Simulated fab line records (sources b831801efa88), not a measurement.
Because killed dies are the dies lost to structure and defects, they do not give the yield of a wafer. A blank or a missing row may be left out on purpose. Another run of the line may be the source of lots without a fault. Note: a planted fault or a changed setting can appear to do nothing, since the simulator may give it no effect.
fab line records	flow sky130
[record] lots = 10	wafers = 30	last_day = 50
route steps=708 shown METAL2@503 VIA2@529 CAPM@539 PAD_OPEN@708
lots with no fault: from the same line, run without faults
start_h: the number of hours between the record's first day and the start of the first shown wafer of the lot	wait_h: hours elapsed since this lot's preceding step	" unchanged from the row above	L1.1+2: several wafers, shown together as one row	- no value, or no start was given	* or withheld: withheld	< > ~ a bound
route shown NAME@n: names a module that has steps shown in the file, with the first one's number in the route	usual: mean and standard deviation over wafers with no fault	same: alike in all rows	chamber/n: place in a boat	sites: each site's reading	_std_site: their standard deviation	_edge_site: the outer-site mean with the inner-site mean subtracted	radius_mm: how far each site lies from the wafer's centre	mask NAME#n: copy n	behind: the tool/chamber that last shaped the wafer	hold: reason for holding the lot/hours on hold/outcome of the hold	device: names the non-switching transistor (n, p or np)	end of line: tests run on the same wafers once the route is complete	a step with no rows: only its recipe	killed: at the first sort, the dies lost to defects and structure; wafer yield is something else	map: a wafer's dies, x killed, . not, _ none there
set.NAME: the setting the step ran with; set.NAME@STEP: the setting that earlier step ran with	model.NAME: the simulator's own value behind a step, which no gauge read
one table for each step of the route and one row for each wafer, over a sample of lots
services: from which hour (start_h, from the record's first day; less than 0 if before it) a tool's chamber was out of use, for how many hours, and why
[[steps]]
[step SKY_METAL2_STRIP_20]
[recipe] chemistry = O2/N2	power_w = 1400	pressure_mtorr = 1500	platen_temp_c = withheld	o2_flow_sccm = 3000	n2_flow_sccm = 300	overash_fraction = 0.5
[usual] drypump_motor_current_A = 5.7/0.53	o2_flow_sccm = 2999/8.7	oes_product_au = 0.344/0.0046	strip_time_to_endpoint_s = 2.72/0.033
[same] overash_fraction = 0.5
lot.wafer	tool	chamber	start_h	wait_h	drypump_motor_current_A	o2_flow_sccm	oes_product_au	rf_hours_counter_h	strip_time_to_endpoint_s
L688.1	plasma_asher-04	1	815.81	0.1	5.8	3003	0.339	72	2.73
L688.5	"	0	"	"	5.4	2990	0.344	-	2.73
L688.6	"	1	"	"	5.8	3014	0.343	-	2.77
L689.1	plasma_asher-03	1	824.47	0.1	5.8	3003	0.345	6	2.70
L689.2	"	0	"	"	4.9	3009	0.344	6	2.72
L689.4	"	0	"	"	4.9	2994	0.342	-	2.71
L690.2	plasma_asher-03	1	834.83	0.1	5.7	3000	0.349	7	2.72
L690.4	"	0	"	"	4.9	3004	0.345	-	2.72
L690.6	"	1	"	"	5.8	3002	0.346	-	2.67
L691.1	plasma_asher-01	0	843.33	0.1	6.6	2986	0.337	106	2.72
L691.4	"	0	"	"	6.6	2978	0.348	-	2.72
L691.6	"	1	"	"	6.1	2993	0.336	-	2.73
L696.1	plasma_asher-01	1	885.47	0.1	6.1	3010	0.343	110	2.74
L696.2	"	0	"	"	6.6	3020	0.345	110	2.75
L696.6	"	0	"	"	6.6	2990	0.345	-	2.74
L700.1	plasma_asher-03	1	914.58	0.1	5.8	2988	0.346	15	2.69
L700.3	"	0	"	"	4.9	2998	0.346	-	2.68
L700.4	"	1	"	"	5.8	3007	0.344	-	2.70
L704.1	plasma_asher-03	0	939.81	0.1	4.9	3009	0.344	18	2.70
L704.2	"	1	"	"	5.8	3009	0.345	18	2.69
L704.3	"	0	"	"	4.9	3010	0.349	-	2.72
L705.1	plasma_asher-04	1	948.36	0.1	5.8	2991	0.342	85	2.74
L705.5	"	1	"	"	5.8	2993	0.351	-	2.70
L705.6	"	0	"	"	5.4	2997	0.341	-	2.68
L710.1	plasma_asher-04	0	984.03	0.1	5.4	3004	0.343	89	2.69
L710.2	"	1	"	"	5.8	2997	0.337	89	2.68
L710.3	"	0	"	"	5.4	2996	0.340	-	2.68
L711.2	plasma_asher-03	1	987.53	0.1	5.7	2993	0.344	22	2.73
L711.4	"	0	"	"	4.9	3002	0.342	-	2.71
L711.6	"	1	"	"	5.7	2986	0.343	-	2.69
[step SKY_VIA2_RS_MEAS_22]
[recipe] thk_meas_gauge = four-point-probe	reads = W_of_VIA2_CVD_21+TiN_of_VIA2_SPUTTER_20
[usual] VIA2_W_RS = 0.273/0.004
lot.wafer	tool	chamber	start_h	wait_h	VIA2_W_RS[ohm/sq]
L688.1	film_metro-03	-	843.98	0.1	0.278
L688.5	"	-	"	"	0.277
L688.6	"	-	"	"	0.277
L689.1	film_metro-04	-	852.33	0.1	0.276
L689.2	"	-	"	"	0.276
L689.4	"	-	"	"	0.276
L690.2	film_metro-04	-	863.34	0.1	0.270
L690.4	"	-	"	"	0.263
L690.6	"	-	"	"	0.262
L691.1	film_metro-03	-	871.60	0.2	0.274
L691.4	"	-	"	"	0.276
L691.6	"	-	"	"	0.278
L696.1	film_metro-02	-	913.44	0.1	0.277
L696.2	"	-	"	"	0.267
L696.6	"	-	"	"	0.275
L700.1	film_metro-02	-	940.69	0.1	0.269
L700.3	"	-	"	"	0.270
L700.4	"	-	"	"	0.279
L704.1	film_metro-02	-	966.04	0.1	0.269
L704.2	"	-	"	"	0.275
L704.3	"	-	"	"	0.271
L705.1	film_metro-03	-	975.23	0.1	0.273
L705.5	"	-	"	"	0.273
L705.6	"	-	"	"	0.276
L710.1	film_metro-04	-	1009.20	0.1	0.266
L710.2	"	-	"	"	0.277
L710.3	"	-	"	"	0.271
L711.2	film_metro-03	-	1013.04	0.1	0.273
L711.4	"	-	"	"	0.274
L711.6	"	-	"	"	0.277
[step SKY_VIA2_CMP_24]
[recipe] stop_on = SiO2	t_overpolish_s = 20	down_force_psi = 3.5	platen_rpm = 60	target_thk_nm = 0	pad_velocity_m_s = 0.94248
[usual] motor_current_A = 11.0/0.91	overpolish_run_s = 20.001/0.0087	time_to_endpoint_s = 102/3.5
[same] t_overpolish_s = 20
lot.wafer	tool	chamber	start_h	wait_h	motor_current_A	overpolish_run_s	time_to_endpoint_s
L688.1	cmp-01	3	844.40	0.3	12.6	20.014	96
L688.5	"	0	"	"	11.4	20.000	96
L688.6	"	1	"	"	12.5	20.000	96
L689.4	cmp-02	1	852.51	0.0	10.8	20.009	95
L689.1	"	2	"	"	9.7	20.003	101
L689.2	"	0	"	"	10.2	20.017	100
L690.2	cmp-01	2	863.60	0.1	12.1	19.997	101
L690.4	"	3	"	"	12.1	20.004	100
L690.6	"	0	"	"	11.1	19.999	101
L691.4	cmp-02	1	871.89	0.1	10.8	20.010	99
L691.1	"	3	"	"	10.6	19.983	104
L691.6	"	1	"	"	11.0	20.004	99
L696.1	cmp-02	3	913.62	0.1	11.0	19.985	102
L696.2	"	0	"	"	10.0	20.007	107
L696.6	"	0	"	"	9.9	20.006	101
L700.1	cmp-02	1	940.98	0.2	11.6	20.014	102
L700.4	"	2	"	"	9.1	19.975	99
L700.3	"	3	"	"	10.2	20.004	104
L704.1	cmp-01	3	966.22	0.1	11.7	20.000	105
L704.3	"	1	"	"	12.0	19.988	100
L704.2	"	2	"	"	11.2	19.994	100
L705.1	cmp-01	1	975.51	0.1	12.1	19.995	99
L705.5	"	3	"	"	11.8	20.003	101
L705.6	"	0	"	"	11.7	19.996	101
L710.2	cmp-01	0	1009.38	0.0	11.6	20.000	99
L710.1	"	2	"	"	11.9	20.009	107
L710.3	"	3	"	"	12.4	19.992	103
L711.4	cmp-02	2	1013.20	0.0	9.3	19.999	105
L711.2	"	1	"	"	10.9	19.999	99
L711.6	"	3	"	"	10.6	20.012	102
[step SKY_CAPM_SPUTTER_02]
[recipe] material = TiN	target_thk_nm = 200	temp_c = 300	power_w = 6500	time_s = 166.7	chamber_pressure_pa = 0.4
[usual] throttle_valve_pct = 30.3/0.86
lot.wafer	tool	chamber	start_h	wait_h	throttle_valve_pct
L688.1	pvd_sputter-03	-	844.78	0.1	29.5
L688.5	"	-	"	"	29.8
L688.6	"	-	"	"	28.8
L689.1	pvd_sputter-04	-	853.05	0.1	32.4
L689.2	"	-	"	"	31.4
L689.4	"	-	"	"	29.4
L690.2	pvd_sputter-03	-	864.04	0.0	29.1
L690.4	"	-	"	"	29.9
L690.6	"	-	"	"	29.4
L691.1	pvd_sputter-01	-	872.38	0.1	31.1
L691.4	"	-	"	"	30.6
L691.6	"	-	"	"	30.7
L696.1	pvd_sputter-01	-	914.15	0.1	30.5
L696.2	"	-	"	"	29.6
L696.6	"	-	"	"	31.0
L700.1	pvd_sputter-01	-	941.47	0.1	30.5
L700.3	"	-	"	"	30.5
L700.4	"	-	"	"	29.5
L704.1	pvd_sputter-03	-	966.76	0.1	29.0
L704.2	"	-	"	"	30.3
L704.3	"	-	"	"	29.7
L705.1	pvd_sputter-03	-	975.94	0.1	29.8
L705.5	"	-	"	"	29.3
L705.6	"	-	"	"	29.2
L710.1	pvd_sputter-01	-	1009.91	0.1	29.3
L710.2	"	-	"	"	30.3
L710.3	"	-	"	"	30.3
L711.2	pvd_sputter-01	-	1013.75	0.0	30.6
L711.4	"	-	"	"	29.5
L711.6	"	-	"	"	30.9
[step SKY_CAPM_RS_MEAS_03]
[recipe] thk_meas_gauge = four-point-probe	reads = TiN_of_CAPM_SPUTTER_02
[usual] CAPM_TIN_RS = 6.91/0.068
lot.wafer	tool	chamber	start_h	wait_h	CAPM_TIN_RS[ohm/sq]
L688.1	film_metro-03	-	844.89	0.1	6.92
L688.5	"	-	"	"	6.88
L688.6	"	-	"	"	6.84
L689.1	film_metro-01	-	853.16	0.1	6.93
L689.2	"	-	"	"	6.92
L689.4	"	-	"	"	6.88
L690.2	film_metro-01	-	864.23	0.1	6.81
L690.4	"	-	"	"	6.82
L690.6	"	-	"	"	6.81
L691.1	film_metro-01	-	872.49	0.1	7.01
L691.4	"	-	"	"	6.94
L691.6	"	-	"	"	6.97
L696.1	film_metro-03	-	914.26	0.1	6.89
L696.2	"	-	"	"	6.96
L696.6	"	-	"	"	6.90
L700.1	film_metro-03	-	941.58	0.1	4.21
L700.3	"	-	"	"	6.97
L700.4	"	-	"	"	6.89
L704.1	film_metro-02	-	966.87	0.1	6.82
L704.2	"	-	"	"	6.82
L704.3	"	-	"	"	6.88
L705.1	film_metro-01	-	976.05	0.1	6.88
L705.5	"	-	"	"	6.91
L705.6	"	-	"	"	6.90
L710.1	film_metro-03	-	1010.02	0.1	6.84
L710.2	"	-	"	"	6.93
L710.3	"	-	"	"	6.88
L711.2	film_metro-02	-	1013.88	0.1	6.86
L711.4	"	-	"	"	6.82
L711.6	"	-	"	"	6.78
[step SKY_CAPM_THK_MEAS_04]
[recipe] thk_meas_gauge = xrf	reads = TiN_of_CAPM_SPUTTER_02
[usual] CAPM_TIN_THK = 200.9/2.2
lot.wafer	tool	chamber	start_h	wait_h	CAPM_TIN_THK[nm]
L688.1	film_metro-03	-	845.01	0.1	200.2
L688.5	"	-	"	"	203.2
L688.6	"	-	"	"	203.6
L689.1	film_metro-01	-	853.28	0.1	200.1
L689.2	"	-	"	"	200.8
L689.4	"	-	"	"	202.1
L690.2	film_metro-01	-	864.34	0.1	204.1
L690.4	"	-	"	"	204.7
L690.6	"	-	"	"	203.2
L691.1	film_metro-01	-	872.61	0.1	198.4
L691.4	"	-	"	"	199.7
L691.6	"	-	"	"	199.7
L696.1	film_metro-03	-	914.38	0.1	200.1
L696.2	"	-	"	"	198.0
L696.6	"	-	"	"	199.3
L700.1	film_metro-03	-	941.70	0.1	324.7
L700.3	"	-	"	"	198.1
L700.4	"	-	"	"	200.7
L704.1	film_metro-02	-	966.99	0.1	203.8
L704.2	"	-	"	"	203.2
L704.3	"	-	"	"	202.2
L705.1	film_metro-01	-	976.17	0.1	202.3
L705.5	"	-	"	"	202.1
L705.6	"	-	"	"	201.2
L710.1	film_metro-03	-	1010.14	0.1	201.2
L710.2	"	-	"	"	199.4
L710.3	"	-	"	"	200.8
L711.2	film_metro-02	-	1013.99	0.1	202.2
L711.4	"	-	"	"	203.1
L711.6	"	-	"	"	204.2
[step SKY_CAPM_METAL_ETCH_13]
[recipe] target_depth_nm = 220	stop_on = SiO2	chemistry = Cl2/BCl3	target = TiN	pressure_mtorr = 10	icp_w = 900	bias_w = 48.5	Cl2_flow_sccm = 60	bcl3_flow_sccm = 30	time_s = 62.9
[usual] bcl3_flow_sccm = 30.00/0.094	drypump_motor_current_A = 5.6/0.36	mfc_cl2_sccm = 59.99/0.17	oes_product_au = 0.941/0.0072	throttle_valve_pct = 21.901/0.01
lot.wafer	tool	chamber	start_h	wait_h	bcl3_flow_sccm	drypump_motor_current_A	mfc_cl2_sccm	oes_product_au	rf_hours_counter_h	throttle_valve_pct
L688.1	rie_metal-03	0	870.88	0.0	29.95	5.9	60.20	0.942	7	21.896
L688.5	"	0	"	"	29.94	5.9	59.86	0.951	-	21.908
L688.6	"	0	"	"	30.01	5.9	60.12	0.948	-	21.891
L689.1	rie_metal-04	0	879.03	0.0	30.02	5.9	60.19	0.942	2	21.897
L689.2	"	1	"	"	30.12	5.8	59.82	0.948	9	21.904
L689.4	"	1	"	"	30.12	5.8	60.07	0.937	-	21.911
L690.2	rie_metal-04	0	890.28	0.0	30.00	5.9	60.07	0.942	2	21.891
L690.4	"	0	"	"	30.13	5.9	59.81	0.955	-	21.887
L690.6	"	1	"	"	30.01	5.8	60.17	0.946	-	21.894
L691.1	rie_metal-04	0	898.34	0.0	30.10	5.9	59.94	0.930	2	21.914
L691.4	"	1	"	"	30.03	5.8	59.89	0.941	-	21.912
L691.6	"	1	"	"	30.00	5.8	59.87	0.943	-	21.883
L696.1	rie_metal-04	1	939.18	0.0	30.23	5.8	59.76	0.946	12	21.895
L696.2	"	0	"	"	29.96	5.9	59.81	0.935	4	21.902
L696.6	"	1	"	"	29.95	5.8	59.78	0.945	-	21.897
L700.1	rie_metal-03	0	964.99	0.0	29.95	5.9	59.85	0.998	12	21.881
L700.3	"	1	"	"	30.06	4.8	59.76	0.937	-	21.906
L700.4	"	0	"	"	30.00	5.9	59.87	0.943	-	21.899
L704.1	rie_metal-04	1	990.14	0.0	29.97	5.8	59.87	0.948	14	21.889
L704.2	"	0	"	"	30.09	5.9	60.12	0.953	7	21.893
L704.3	"	0	"	"	29.93	5.9	59.86	0.948	-	21.904
L705.1	rie_metal-03	0	999.73	0.0	30.04	5.9	59.84	0.946	13	21.887
L705.5	"	0	"	"	29.89	5.9	60.05	0.934	-	21.924
L705.6	"	1	"	"	29.92	4.8	59.80	0.939	-	21.908
L710.1	rie_metal-02	0	1032.63	0.0	30.02	5.4	60.14	0.944	18	21.907
L710.2	"	1	"	"	29.98	5.6	60.10	0.940	10	21.899
L710.3	"	1	"	"	29.87	5.7	59.84	0.943	-	21.903
L711.2	rie_metal-04	1	1036.03	0.0	29.94	5.8	59.91	0.944	17	21.904
L711.4	"	1	"	"	29.87	5.8	60.03	0.952	-	21.891
L711.6	"	0	"	"	30.08	5.9	60.03	0.949	-	21.893
[step SKY_PAD_OPEN_PROBE_99]
[usual] defect_limited_yield = 82.4/1.8	killed_at_M0_to_M3 = 43/6.5	killed_at_M4_up = 3.2/1.8	killed_at_contacts = 24/5.2	killed_at_front_end = 15/4	killed_at_other = 0.4/0.69	killed_dies = 86/8.7	killed_open = 47/7	killed_short = 39/5.7
[same] gross_dies = 492	killed_at_back_side = 0
lot.wafer	tool	chamber	start_h	wait_h	defect_limited_yield[%]	killed_at_M0_to_M3	killed_at_M4_up	killed_at_contacts	killed_at_front_end	killed_at_other	killed_dies	killed_open	killed_short
L688.1	prober-02	-	1073.62	0.1	83.9	35	1	29	14	0	79	44	33
L688.5	prober-02	-	1073.82	0.2	84.3	30	2	26	19	0	77	42	35
L688.6	prober-02	-	1073.87	0.2	81.3	49	1	25	17	0	92	55	37
L689.1	prober-01	-	1077.86	0.1	81.9	40	5	26	18	0	89	50	38
L689.2	prober-01	-	1077.91	0.1	80.7	37	1	25	31	1	95	53	39
L689.4	prober-01	-	1078.01	0.2	80.7	47	1	32	15	0	95	51	44
L690.2	prober-02	-	1086.07	0.1	80.3	55	2	25	15	0	97	44	53
L690.4	prober-02	-	1086.17	0.2	83.5	41	5	23	12	0	81	49	32
L690.6	prober-02	-	1086.27	0.2	83.7	39	3	24	14	0	80	51	29
L691.1	prober-01	-	1093.12	0.1	83.7	38	5	24	13	0	80	41	38
L691.4	prober-01	-	1093.27	0.2	82.7	40	2	22	21	0	85	46	38
L691.6	prober-01	-	1093.37	0.2	84.1	35	2	24	17	0	78	50	26
L696.1	prober-02	-	1126.52	0.1	79.7	46	5	27	18	4	100	53	45
L696.2	prober-02	-	1126.57	0.1	82.5	44	2	24	15	1	86	45	40
L696.6	prober-02	-	1126.77	0.2	79.1	50	3	29	21	0	103	62	41
L700.1	prober-02	-	1146.27	0.1	82.5	46	5	26	9	0	86	47	38
L700.3	prober-02	-	1146.37	0.2	83.9	44	3	23	9	0	79	49	29
L700.4	prober-02	-	1146.42	0.2	81.7	47	3	24	16	0	90	48	42
L704.1	prober-02	-	1167.21	0.1	81.9	40	6	22	21	0	89	40	49
L704.2	prober-02	-	1167.26	0.1	85.8	36	3	16	14	1	70	35	35
L704.3	prober-02	-	1167.31	0.2	79.3	52	0	30	20	0	102	54	47
L705.1	prober-01	-	1173.96	0.1	83.5	41	4	17	19	0	81	38	43
L705.5	prober-01	-	1174.16	0.2	81.9	40	1	33	15	0	89	51	37
L705.6	prober-01	-	1174.21	0.2	81.5	44	1	31	15	0	91	49	42
L710.1	prober-02	-	1196.57	0.1	78.0	57	6	29	15	1	108	61	43
L710.2	prober-02	-	1196.62	0.1	80.5	46	7	31	12	0	96	59	36
L710.3	prober-02	-	1196.67	0.2	80.3	49	6	31	11	0	97	53	40
L711.2	prober-01	-	1198.31	0.1	84.6	37	0	21	17	1	76	45	31
L711.4	prober-01	-	1198.41	0.2	81.9	44	3	24	18	0	89	50	39
L711.6	prober-01	-	1198.51	0.2	83.3	42	2	25	13	0	82	44	38
// killed by level:class
L688.1 CONTACT:geometric_particle:open=11 FIELD_ISO:geometric_particle:open=9 LI_CONTACT:geometric_particle:open=8 VIA1:geometric_particle:open=6 LI_CONTACT:geometric_particle:short=5 METAL1:geometric_particle:short=5 VIA2:geometric_particle:open=5 CONTACT:geometric_particle:short=4
L688.5 CONTACT:geometric_particle:open=13 FIELD_ISO:geometric_particle:short=7 LI_CONTACT:geometric_particle:open=6 METAL1:geometric_particle:short=6 VIA1:geometric_particle:short=6 VIA2:geometric_particle:open=5 FIELD_ISO:geometric_particle:open=4 POLY_GATE:geometric_particle:open=4
L688.6 VIA1:geometric_particle:open=13 VIA2:geometric_particle:open=9 CONTACT:geometric_particle:open=8 VIA3:geometric_particle:open=7 FIELD_ISO:geometric_particle:open=5 FIELD_ISO:geometric_particle:short=5 LOCAL_INTERCONNECT:geometric_particle:short=5 CONTACT:geometric_particle:short=5
L689.1 VIA3:geometric_particle:open=10 CONTACT:geometric_particle:open=9 LI_CONTACT:geometric_particle:open=8 METAL2:geometric_particle:short=7 FIELD_ISO:geometric_particle:open=6 CONTACT:geometric_particle:short=5 VIA3:geometric_particle:short=5 VIA1:geometric_particle:open=4
L689.2 CONTACT:geometric_particle:open=12 VIA3:geometric_particle:open=8 POLY_GATE:geometric_particle:short=7 FIELD_ISO:geometric_particle:short=6 FIELD_ISO:geometric_particle:open=6 VIA1:geometric_particle:open=6 METAL2:geometric_particle:short=6 POLY_GATE:geometric_particle:open=5
L689.4 VIA1:geometric_particle:open=10 LOCAL_INTERCONNECT:geometric_particle:short=9 VIA2:geometric_particle:open=8 CONTACT:geometric_particle:short=7 CONTACT:geometric_particle:open=6 LI_CONTACT:geometric_particle:open=6 VIA3:geometric_particle:open=6 VIA1:geometric_particle:short=6
L690.2 CONTACT:geometric_particle:open=9 VIA1:geometric_particle:short=8 VIA1:geometric_particle:open=8 METAL1:geometric_particle:short=7 VIA2:geometric_particle:short=7 METAL2:geometric_particle:short=6 VIA2:geometric_particle:open=5 LI_CONTACT:geometric_particle:open=5
L690.4 CONTACT:geometric_particle:open=11 VIA1:geometric_particle:open=9 VIA3:geometric_particle:open=7 LI_CONTACT:geometric_particle:open=6 VIA2:geometric_particle:open=6 METAL1:geometric_particle:short=6 VIA1:geometric_particle:short=5 FIELD_ISO:geometric_particle:open=4
L690.6 VIA1:geometric_particle:open=13 CONTACT:geometric_particle:open=8 VIA2:geometric_particle:open=7 LI_CONTACT:geometric_particle:open=6 VIA3:geometric_particle:open=6 CONTACT:geometric_particle:short=5 LOCAL_INTERCONNECT:geometric_particle:short=4 FIELD_ISO:geometric_particle:short=3
L691.1 VIA1:geometric_particle:open=11 CONTACT:geometric_particle:open=8 FIELD_ISO:geometric_particle:short=7 LI_CONTACT:geometric_particle:open=5 LOCAL_INTERCONNECT:geometric_particle:short=5 METAL1:geometric_particle:short=5 METAL2:geometric_particle:short=5 METAL1:geometric_particle:open=4
L691.4 VIA1:geometric_particle:open=13 CONTACT:geometric_particle:open=8 POLY_GATE:geometric_particle:short=7 VIA3:geometric_particle:open=7 LI_CONTACT:geometric_particle:open=6 FIELD_ISO:geometric_particle:short=4 POLY_GATE:geometric_particle:open=4 CONTACT:geometric_particle:short=4
L691.6 VIA1:geometric_particle:open=14 LI_CONTACT:geometric_particle:open=8 FIELD_ISO:geometric_particle:open=7 LI_CONTACT:geometric_particle:short=6 METAL2:geometric_particle:short=5 CONTACT:geometric_particle:open=5 VIA3:geometric_particle:open=4 VIA2:geometric_particle:open=4
L696.1 CONTACT:geometric_particle:open=10 VIA3:geometric_particle:open=9 LI_CONTACT:geometric_particle:open=8 VIA1:geometric_particle:open=8 METAL1:geometric_particle:short=7 VIA2:geometric_particle:short=6 VIA2:geometric_particle:open=6 FIELD_ISO:geometric_particle:short=5
L696.2 VIA1:geometric_particle:open=10 CONTACT:geometric_particle:open=9 METAL1:geometric_particle:short=8 VIA1:geometric_particle:short=7 LI_CONTACT:geometric_particle:open=6 LI_CONTACT:geometric_particle:short=4 VIA3:geometric_particle:open=4 METAL2:geometric_particle:short=4
L696.6 VIA3:geometric_particle:open=14 CONTACT:geometric_particle:open=11 METAL1:geometric_particle:short=10 VIA1:geometric_particle:open=9 LI_CONTACT:geometric_particle:open=8 FIELD_ISO:geometric_particle:short=7 FIELD_ISO:geometric_particle:open=5 CONTACT:geometric_particle:short=5
L700.1 VIA1:geometric_particle:open=12 CONTACT:geometric_particle:open=11 VIA3:geometric_particle:open=7 METAL2:geometric_particle:short=6 LOCAL_INTERCONNECT:geometric_particle:short=5 CONTACT:geometric_particle:short=5 METAL1:geometric_particle:short=5 VIA1:geometric_particle:short=5
L700.3 LI_CONTACT:geometric_particle:open=13 VIA1:geometric_particle:open=9 VIA2:geometric_particle:open=8 METAL1:geometric_particle:short=5 METAL2:geometric_particle:short=5 POLY_GATE:geometric_particle:open=4 CONTACT:geometric_particle:open=4 VIA1:geometric_particle:short=4
L700.4 VIA1:geometric_particle:open=11 LI_CONTACT:geometric_particle:open=8 VIA3:geometric_particle:open=8 METAL1:geometric_particle:short=7 VIA2:geometric_particle:open=6 CONTACT:geometric_particle:open=6 POLY_GATE:geometric_particle:short=5 LOCAL_INTERCONNECT:geometric_particle:short=5
L704.1 LI_CONTACT:geometric_particle:open=8 VIA2:geometric_particle:open=8 VIA1:geometric_particle:open=7 FIELD_ISO:geometric_particle:open=6 FIELD_ISO:geometric_particle:short=6 CONTACT:geometric_particle:open=6 METAL1:geometric_particle:short=5 VIA2:geometric_particle:short=5
L704.2 VIA1:geometric_particle:open=7 VIA3:geometric_particle:open=7 FIELD_ISO:geometric_particle:short=5 LI_CONTACT:geometric_particle:open=5 VIA1:geometric_particle:short=5 VIA3:geometric_particle:short=5 METAL2:geometric_particle:short=4 FIELD_ISO:geometric_particle:open=3
L704.3 VIA1:geometric_particle:open=12 CONTACT:geometric_particle:open=10 VIA1:geometric_particle:short=10 FIELD_ISO:geometric_particle:open=7 LI_CONTACT:geometric_particle:open=7 VIA3:geometric_particle:open=6 VIA2:geometric_particle:open=6 LOCAL_INTERCONNECT:geometric_particle:short=5
L705.1 VIA1:geometric_particle:open=11 CONTACT:geometric_particle:open=7 METAL3:geometric_particle:short=6 FIELD_ISO:geometric_particle:short=5 POLY_GATE:geometric_particle:short=5 METAL2:geometric_particle:short=5 VIA3:geometric_particle:short=5 POLY_GATE:geometric_particle:open=4
L705.5 LI_CONTACT:geometric_particle:open=11 VIA1:geometric_particle:open=10 CONTACT:geometric_particle:open=9 VIA1:geometric_particle:short=6 FIELD_ISO:geometric_particle:short=5 POLY_GATE:geometric_particle:short=5 VIA2:geometric_particle:open=5 LOCAL_INTERCONNECT:geometric_particle:open=4
L705.6 CONTACT:geometric_particle:open=12 LI_CONTACT:geometric_particle:open=7 VIA1:geometric_particle:open=7 VIA3:geometric_particle:open=7 VIA2:geometric_particle:open=7 POLY_GATE:geometric_particle:short=6 LOCAL_INTERCONNECT:geometric_particle:short=6 FIELD_ISO:geometric_particle:open=5
L710.1 CONTACT:geometric_particle:open=15 VIA3:geometric_particle:open=12 VIA1:geometric_particle:open=10 VIA2:geometric_particle:open=9 METAL1:geometric_particle:short=7 VIA3:geometric_particle:short=6 LI_CONTACT:geometric_particle:open=5 VIA1:geometric_particle:short=5
L710.2 VIA1:geometric_particle:open=14 VIA3:geometric_particle:open=12 LI_CONTACT:geometric_particle:open=10 CONTACT:geometric_particle:open=8 LOCAL_INTERCONNECT:geometric_particle:short=5 METAL1:geometric_particle:short=5 LI_CONTACT:geometric_particle:short=4 CONTACT:geometric_particle:short=4
L710.3 CONTACT:geometric_particle:open=10 VIA3:geometric_particle:open=10 VIA1:geometric_particle:open=10 LI_CONTACT:geometric_particle:open=9 VIA2:geometric_particle:open=8 VIA1:geometric_particle:short=7 LOCAL_INTERCONNECT:geometric_particle:short=6 METAL1:geometric_particle:short=6
L711.2 CONTACT:geometric_particle:open=12 VIA1:geometric_particle:open=8 POLY_GATE:geometric_particle:short=6 VIA3:geometric_particle:open=5 METAL2:geometric_particle:short=5 VIA2:geometric_particle:open=5 LI_CONTACT:geometric_particle:open=4 METAL1:geometric_particle:short=4
L711.4 VIA1:geometric_particle:open=12 CONTACT:geometric_particle:open=9 FIELD_ISO:geometric_particle:open=8 VIA3:geometric_particle:open=6 FIELD_ISO:geometric_particle:short=5 METAL1:geometric_particle:short=5 VIA1:geometric_particle:short=5 METAL2:geometric_particle:short=5
L711.6 CONTACT:geometric_particle:open=12 VIA2:geometric_particle:open=9 VIA3:geometric_particle:open=7 METAL2:geometric_particle:short=6 FIELD_ISO:geometric_particle:short=4 LI_CONTACT:geometric_particle:open=4 CONTACT:geometric_particle:short=4 METAL1:geometric_particle:short=4
[[services]]
tool	chamber	start_h	hours	kind
plasma_asher-03	-	797.02	1.1	repair
plasma_asher-04	-	800.39	3.3	repair
cmp-01	-	807.81	5.0	pm
cmp-01	-	813.17	1.7	repair
plasma_asher-01	-	815.53	3.4	repair
rie_metal-04	-	829.13	0.5	repair
cmp-02	-	829.14	5.0	repair
pvd_sputter-04	-	834.45	0.6	repair
cmp-02	-	864.64	1.4	repair
cmp-01	-	871.36	5.0	pm
cmp-02	-	895.44	0.3	repair
cmp-02	-	902.34	2.1	repair
cmp-01	-	912.00	4.0	pm
cmp-01	-	930.56	11.6	repair
cmp-01	-	945.97	1.6	repair
plasma_asher-03	-	957.95	2.6	repair
pvd_sputter-01	-	975.62	1.3	repair
pvd_sputter-03	-	983.16	2.4	repair
plasma_asher-03	-	985.45	2.0	repair
plasma_asher-03	-	1015.32	1.2	repair
plasma_asher-04	-	1018.96	67.9	repair
plasma_asher-03	-	1022.37	0.9	repair
cmp-01	-	1022.99	2.8	repair
pvd_sputter-03	-	1030.25	1.3	repair
[[key]]
[first_sign] step = SKY_CAPM_RS_MEAS_03	reading = CAPM_TIN_RS	direction = down	sigmas = 39	usual = 6.91	struck = 4.21
[effect] step = SKY_CAPM_THK_MEAS_04	reading = CAPM_TIN_THK	direction = up	sigmas = 56	usual = 200.9	struck = 324.7
[effect] step = SKY_CAPM_METAL_ETCH_13	reading = oes_product_au	direction = up	sigmas = 8	usual = 0.941	struck = 0.998
met_at SKY_CAPM_SPUTTER_02
struck_lots L700
struck_wafers L700.1
not_acting_at SKY_METAL2_STRIP_20,SKY_VIA2_RS_MEAS_22,SKY_VIA2_CMP_24
onset_between 914.15 941.47
[fault] kind = process_parameter_drift	tool = pvd_sputter-01	chamber = -	onset_h = 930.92	steps = SKY_CAPM_SPUTTER_02	channel = target_thk_nm	offset = 123.26	shape = step	end_h = 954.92	acts_in = these_recipes_only	stated = 200	scope = struck_wafers_only
